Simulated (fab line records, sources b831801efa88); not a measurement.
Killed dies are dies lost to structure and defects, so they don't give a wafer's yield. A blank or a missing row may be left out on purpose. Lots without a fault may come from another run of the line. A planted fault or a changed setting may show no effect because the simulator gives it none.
Tool commonality check | flow gf180mcu | 14 lots, 48 wafers sampled

WHY IT WAS OPENED
At GF_CONTACT_CD_MEAS_14 the reading cd_nm is flagged on 2 of 14 lots. Wafers without a fault read 219.6 nm, standard deviation 1.4.
Rule: a lot is flagged when every wafer of it that has a number lies more than 4 standard deviations from that mean, or none has a number. The other lots count as sound.

lot  | measured     | on        | cd_nm (nm), wafer by wafer          | flag
L957 | day 16 01:25 | cd_sem-02 | 221.7 222.2 221.7                   |
L958 | day 16 14:50 | cd_sem-02 | 220.0 221.6 219.8                   |
L959 | day 16 19:19 | cd_sem-02 | 219.0 219.3 219.0                   |
L960 | day 17 06:51 | cd_sem-02 | 218.6 217.9 220.9                   |
L961 | day 17 22:40 | cd_sem-02 | 222.5 219.6 221.2                   |
L963 | day 18 13:11 | cd_sem-02 | 219.8 219.7 217.9                   |
L964 | day 18 18:23 | cd_sem-02 | 218.2 219.6 218.9                   |
L965 | day 19 04:40 | cd_sem-01 | 221.9 221.0 219.3                   |
L966 | day 19 07:11 | cd_sem-01 | 218.5 219.7 220.4                   |
L967 | day 20 01:03 | cd_sem-02 | 218.0 219.1 217.1                   |
L968 | day 20 16:15 | cd_sem-01 | 220.3 219.4 220.4                   |
L973 | day 22 08:17 | cd_sem-02 | 183.3 208.1 210.4 183.4 208.2 210.9 | FLAGGED
L974 | day 22 12:41 | cd_sem-02 | 199.9 199.2 186.8 199.9 199.4 187.0 | FLAGGED
L975 | day 22 21:53 | cd_sem-02 | 219.6 217.7 218.6                   |
The numbers of the flagged lots are 198.0 nm on average: -21.6 nm against the usual, or -15 standard deviations.

WHICH TOOL RAN EACH LOT
The record holds 3 process steps before the reading, out of a route of 602 steps. In each cell: the tool, then ch and the chambers that the sampled wafers went through, then the start.
lot  | flag    | GF_SALICIDE_RTA_06               | GF_CONTACT_CMP_04             | GF_CONTACT_EXPOSE_11
L957 |         | rtp_anneal-01 ch 0, day 15 02:31 | cmp-01 ch 0,1,2, day 15 03:10 | krf_scanner-02 ch 0, day 15 14:42
L958 |         | rtp_anneal-02 ch 0, day 15 15:57 | cmp-02 ch 0,2,3, day 15 16:29 | krf_scanner-02 ch 0, day 16 03:51
L959 |         | rtp_anneal-01 ch 0, day 15 20:34 | cmp-01 ch 0,1,2, day 15 21:08 | krf_scanner-01 ch 0, day 16 08:11
L960 |         | rtp_anneal-01 ch 0, day 16 06:47 | cmp-01 ch 0,3, day 16 07:17   | krf_scanner-01 ch 0, day 16 19:27
L961 |         | rtp_anneal-01 ch 0, day 16 22:07 | cmp-01 ch 0,2,3, day 16 22:41 | krf_scanner-02 ch 0, day 17 10:50
L963 |         | rtp_anneal-02 ch 0, day 17 12:01 | cmp-01 ch 1,2,3, day 17 12:39 | krf_scanner-01 ch 0, day 18 01:31
L964 |         | rtp_anneal-02 ch 0, day 17 18:41 | cmp-02 ch 2,3, day 17 19:14   | krf_scanner-02 ch 0, day 18 06:31
L965 |         | rtp_anneal-01 ch 0, day 18 02:45 | cmp-01 ch 0,1,3, day 18 03:23 | krf_scanner-01 ch 0, day 18 16:00
L966 |         | rtp_anneal-02 ch 0, day 18 06:49 | cmp-01 ch 0,1,2, day 18 07:26 | krf_scanner-01 ch 0, day 18 19:36
L967 |         | rtp_anneal-01 ch 0, day 18 23:52 | cmp-01 ch 0,1,2, day 19 00:28 | krf_scanner-02 ch 0, day 19 12:43
L968 |         | rtp_anneal-01 ch 0, day 19 14:31 | cmp-02 ch 1,2, day 19 15:11   | krf_scanner-02 ch 0, day 20 03:50
L973 | FLAGGED | rtp_anneal-01 ch 0, day 21 07:20 | cmp-01 ch 0,3, day 21 07:53   | krf_scanner-02 ch 0, day 21 20:40
L974 | FLAGGED | rtp_anneal-01 ch 0, day 21 12:30 | cmp-01 ch 0,2, day 21 13:05   | krf_scanner-02 ch 0, day 22 01:29
L975 |         | rtp_anneal-02 ch 0, day 21 21:44 | cmp-01 ch 0,1,2, day 21 22:20 | krf_scanner-01 ch 0, day 22 10:28
What these steps do:
- GF_SALICIDE_RTA_06: time 30 s.
- GF_CONTACT_CMP_04: polishes SiO2.
- GF_CONTACT_EXPOSE_11: exposes mask Contact, target cd 220 nm.
- GF_CONTACT_CD_MEAS_14: target cd 220 nm.

FLAGGED OVER TOTAL, TOOL BY TOOL (the gauges that took the reading come last)
step                  | tool           | lots run | flagged | share of the flagged lots | sound lots run after its first flagged lot
GF_SALICIDE_RTA_06    | rtp_anneal-01  | 9        | 2       | all                       | 0
GF_SALICIDE_RTA_06    | rtp_anneal-02  | 5        | 0       | none                      | -
GF_CONTACT_CMP_04     | cmp-01         | 11       | 2       | all                       | 1 (L975)
GF_CONTACT_CMP_04     | cmp-02         | 3        | 0       | none                      | -
GF_CONTACT_EXPOSE_11  | krf_scanner-01 | 6        | 0       | none                      | -
GF_CONTACT_EXPOSE_11  | krf_scanner-02 | 8        | 2       | all                       | 0
GF_CONTACT_CD_MEAS_14 | cd_sem-01      | 3        | 0       | none                      | -
GF_CONTACT_CD_MEAS_14 | cd_sem-02      | 11       | 2       | all                       | 1 (L975)

WHAT THE TABLE ALLOWS
4 rows of the table ran every flagged lot: rtp_anneal-01 at GF_SALICIDE_RTA_06, cmp-01 at GF_CONTACT_CMP_04, krf_scanner-02 at GF_CONTACT_EXPOSE_11, cd_sem-02 at GF_CONTACT_CD_MEAS_14.
- rtp_anneal-01 at GF_SALICIDE_RTA_06: 2 of its 9 lots flagged. Its last sound lot is L968 (day 19 14:31), its first flagged lot L973 (day 21 07:20): a fault that began between those two fits.
- cmp-01 at GF_CONTACT_CMP_04: 2 of its 11 lots flagged. Sound lots ran on it after the first flagged one (L975), which a lasting fault on the whole tool wouldn't allow.
- krf_scanner-02 at GF_CONTACT_EXPOSE_11: 2 of its 8 lots flagged. Its last sound lot is L968 (day 20 03:50), its first flagged lot L973 (day 21 20:40): a fault that began between those two fits.
- cd_sem-02 at GF_CONTACT_CD_MEAS_14: 2 of its 11 lots flagged. Sound lots ran on it after the first flagged one (L975), which a lasting fault on the whole tool wouldn't allow.
Counting lots can't tell these 2 tools apart, because each fits a fault that began at some hour. More lots, or a look at what each step does to the wafer, might.

WHAT THE SIMULATOR HAD PUT IN
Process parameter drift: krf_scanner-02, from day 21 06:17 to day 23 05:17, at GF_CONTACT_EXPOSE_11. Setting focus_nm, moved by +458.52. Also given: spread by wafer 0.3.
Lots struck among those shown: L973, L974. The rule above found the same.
